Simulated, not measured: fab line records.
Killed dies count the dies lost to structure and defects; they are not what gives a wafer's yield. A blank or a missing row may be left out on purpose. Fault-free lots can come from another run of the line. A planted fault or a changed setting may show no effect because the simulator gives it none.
One fault through the eyes of 2 desks ; flow gf180mcu ; each desk has only its own numbers; what lay behind them comes last

METROLOGY DESK
What the gauges read, lot by lot, whatever tool the lot ran on: means of the sampled wafers that have a number. If a lot's mean is further than 4 standard deviations from the usual mean, the lot is out of limits and carries the mark OUT (the distance appears in the brackets).
Columns: A = V4_W_RS at GF_V4_RS_MEAS_24, usual 0.326 ohm/sq; B = V4_W_THK at GF_V4_THK_MEAS_25, usual 351 nm; C = MIM_CVD_05_THK at GF_MIM_THK_MEAS_06, usual 42.0 nm
lot;first seen here;A;B;C
L619;day 25 08:35;0.323;362;41.7
L624;day 27 02:32;0.324;356;41.2
L627;day 28 00:28;0.322;358;42.6
L632;day 29 20:33;0.327;354;41.4
L636;day 30 21:01;0.336;344;41.6
L639;day 31 14:58;0.329;342;41.9
Result from this desk: across the 6 lots, nothing is out of limits.

AT THE TOOL OWNER'S DESK: pvdSputter-02
The tool's own readings at GF_MIM_SPUTTER_07 (material TiN, target thk 60 nm, time 50 s): means of the sampled wafers that have a number, for each lot that ran on this tool. If a lot's mean is further than 4 standard deviations from the usual mean, the lot is out of limits and carries the mark OUT (the distance appears in the brackets).
Columns: A = throttleValvePct at GF_MIM_SPUTTER_07, usual 29.9 %
lot;first seen here;A
L624;day 27 03:19;29.8
L627;day 28 01:15;28.9
L636;day 30 21:49;30.3
Result from this desk: across the 3 lots, nothing is out of limits.

BROUGHT TOGETHER
From the metrology desk's view, nothing was out of limits.
Nothing out of limits was seen by the tool owner's desk.

WHAT THE SIMULATOR PUT IN
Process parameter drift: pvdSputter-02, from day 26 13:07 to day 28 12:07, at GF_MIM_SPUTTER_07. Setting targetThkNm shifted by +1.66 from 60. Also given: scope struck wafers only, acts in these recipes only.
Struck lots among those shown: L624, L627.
